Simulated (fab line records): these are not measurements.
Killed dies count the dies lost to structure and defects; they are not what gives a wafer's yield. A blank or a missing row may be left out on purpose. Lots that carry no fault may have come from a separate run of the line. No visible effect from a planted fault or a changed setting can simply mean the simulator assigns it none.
A struck lot beside a sound one -- flow sky130 -- 15 out of 708 route steps
Sound: wafers L878.1, L878.2, L878.4. The struck wafers were L887.2, L887.3, L887.5. Last of all comes the cause.
Per side, at each step with rows, come the tool, then ch with its chambers, and then its first start. Under that, the readings that differ: sound wafers -- struck wafers -- difference of the means -- sigmas: that difference in standard deviations of wafers without a fault.
alike: readings with means less than 2 such deviations apart, plus words and numbers identical on both sides. not compared: withheld readings, readings lacking a value on some wafer, bounds such as >300 that could conceal the same value, and numbers that have no deviation in the record and whose values overlap.
Wherever a step has rows on one side only, a row that says differs or no value, or a row with sigmas, the two part there. Non-overlapping numbers with no deviation appear without sigmas and do not part them. A reading that every wafer of one side lacks parts them only if that side has two wafers or more.

first, 4 steps without rows for these wafers: SKY_VIA3_SOFTBAKE_08 (time 90 s); SKY_VIA3_EXPOSE_09 (exposes mask VIM3, target cd 200 nm); SKY_VIA3_PEB_10; SKY_VIA3_DEVELOP_11 (develop time 60 s).
SKY_VIA3_CD_MEAS_12: the cd target is 200 nm.
  sound on cd_sem-01 at day 42 07:11; struck on cd_sem-01 at day 45 18:10
reading,sound,struck,difference,sigmas
cd_nm (nm),198.3 195.4 197.4,202.5 203.5 204.2,+6.4,+4
SKY_VIA3_OVL_MEAS_13:
  sound on overlay-01 at day 42 07:19; struck on overlay-01 at day 45 18:16
  alike: VIA3_OVL
SKY_VIA3_ETCH_14: etches BARC in N2/H2, stops on SiO2, time 45.9 s, target depth 60 nm.
  sound on rie_diel-04 ch 1,2,3, day 42 07:20; struck on rie_diel-01 ch 0,3, day 45 18:17
  alike: drypump_motor_current_A, oes_product_au, throttle_valve_pct
  not compared: rf_hours_counter_h
SKY_VIA3_ETCH_15: etches SiO2 in C4F8/O2/Ar, stops on TiN, target depth 507 nm, time 78 s.
  sound on rie_diel-04 ch 1,2,3, day 42 07:23; struck on rie_diel-01 ch 0,3, day 45 18:20
  alike: oes_product_au
  not compared: rf_hours_counter_h
SKY_VIA3_STRIP_16: strips in O2/N2.
  sound on plasma_asher-02 ch 0,1, day 42 07:27; struck on plasma_asher-04 ch 0, day 45 18:24
  alike: drypump_motor_current_A, oes_product_au, strip_time_to_endpoint_s
  not compared: rf_hours_counter_h
then, 3 steps without rows for these wafers: SKY_VIA3_STRIP_17 (strips in post etch residue remover, time 1200 s); SKY_VIA3_CLEAN_18 (cleans in IPA, time 180 s); SKY_VIA3_CLEAN_19 (cleans in O3/DIW).
SKY_VIA3_SPUTTER_20: material TiN, target thk 20 nm, time 80 s.
  sound on pvd_sputter-02 at day 42 08:05; struck on pvd_sputter-04 at day 45 19:00
reading,sound,struck,difference,sigmas
model.TiN_of_VIA3_SPUTTER_20.thk_nm (nm),20.2 20.12 20.46,23.23 23.27 22.88,+2.87,
  alike: throttle_valve_pct
SKY_VIA3_CVD_21: deposits W, target thk 390 nm, time 117.31 s.
  sound on cvd_w-02 ch 0,1, day 42 08:09; struck on cvd_w-02 ch 0, day 45 19:04
  alike: heater_power_w
SKY_PAD_OPEN_PROBE_99:
  the record holds rows for the sound wafers here (prober-02, day 47 21:25) but none for the struck ones

WHERE THEY PART
At SKY_VIA3_CD_MEAS_12 first; at SKY_PAD_OPEN_PROBE_99 last (within this record only).

WHY: what the simulator had put in
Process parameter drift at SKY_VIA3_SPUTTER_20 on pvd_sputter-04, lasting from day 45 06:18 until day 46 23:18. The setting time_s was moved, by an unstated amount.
